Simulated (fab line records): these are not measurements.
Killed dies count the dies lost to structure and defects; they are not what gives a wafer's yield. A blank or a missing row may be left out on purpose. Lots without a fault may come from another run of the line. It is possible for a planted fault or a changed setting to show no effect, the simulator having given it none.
Struck lot and sound lot, side by side || flow sky130 || 15 out of 708 route steps
Sound: these wafers, L521.1, L521.3, L521.5. The struck wafers were L508.1, L508.5, L508.6. Last of all comes the cause.
Order at every step that has rows: each side's tool, ch and its chambers, its first start. Under that, the readings that differ: sound wafers || struck wafers || difference of the means || sigmas: that difference in standard deviations of wafers without a fault.
alike: same words and numbers on both sides, and readings whose means sit less than 2 such deviations apart. not compared: any withheld reading, any reading some wafer has no value for, any bound like >300 that may hide the same value, and any number with overlapping values for which the record gives no deviation.
A row with sigmas, a row that says differs or no value, or rows on one side alone: a step with any of these is where the two part. Numbers that don't overlap but have no deviation are shown without sigmas and don't part them. A reading that every wafer of one side lacks parts them only if that side has two wafers or more.

first, 6 steps without rows for these wafers: SKY_LDD_N_HMDS_01 (prime time 60 s); SKY_LDD_N_COAT_02 (resist thk 300 nm); SKY_LDD_N_SOFTBAKE_03 (time 57.01 s); SKY_LDD_N_EXPOSE_04 (exposes mask NTM, target cd 840 nm); SKY_LDD_N_PEB_05; SKY_LDD_N_DEVELOP_06 (develop time 60 s).
SKY_LDD_N_OVL_MEAS_07:
  sound: overlay-02 at day 24 18:13; struck: overlay-01 at day 20 14:31
  alike: LDD_N_OVL
then, 5 steps without rows for these wafers: SKY_LDD_N_IMPLANT_08; SKY_LDD_N_IMPLANT_09; SKY_LDD_N_IMPLANT_10; SKY_LDD_N_IMPLANT_11; SKY_LDD_N_IMPLANT_12.
SKY_LDD_N_IMPLANT_13:
  sound on implanter-04 ch 0, day 24 19:02; struck on implanter-02 ch 0, day 20 15:18
{"reading": "beam-energy-keV", "sound": "49.991 49.992 49.994", "struck": "51.276 51.269 51.291", "difference": "+1.286", "sigmas": "+86"}
{"reading": "model.implant.drp-nm (nm)", "sound": "18.83 18.83 18.83", "struck": "19.18 19.18 19.18", "difference": "+0.35", "sigmas": ""}
  alike: end-station-pressure-torr
then, 1 step without rows for these wafers: SKY_LDD_N_IMPLANT_14.
SKY_PAD_OPEN_PROBE_99:
  the record has rows for the sound wafers here (prober-01, day 50 06:26) and none for the struck ones

== WHERE THEY PART ==
First at SKY_LDD_N_IMPLANT_13; last, within this record, at SKY_PAD_OPEN_PROBE_99.

WHY: the cause the simulator had injected
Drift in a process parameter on implanter-02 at SKY_LDD_N_IMPLANT_13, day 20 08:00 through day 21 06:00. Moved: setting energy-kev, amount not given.
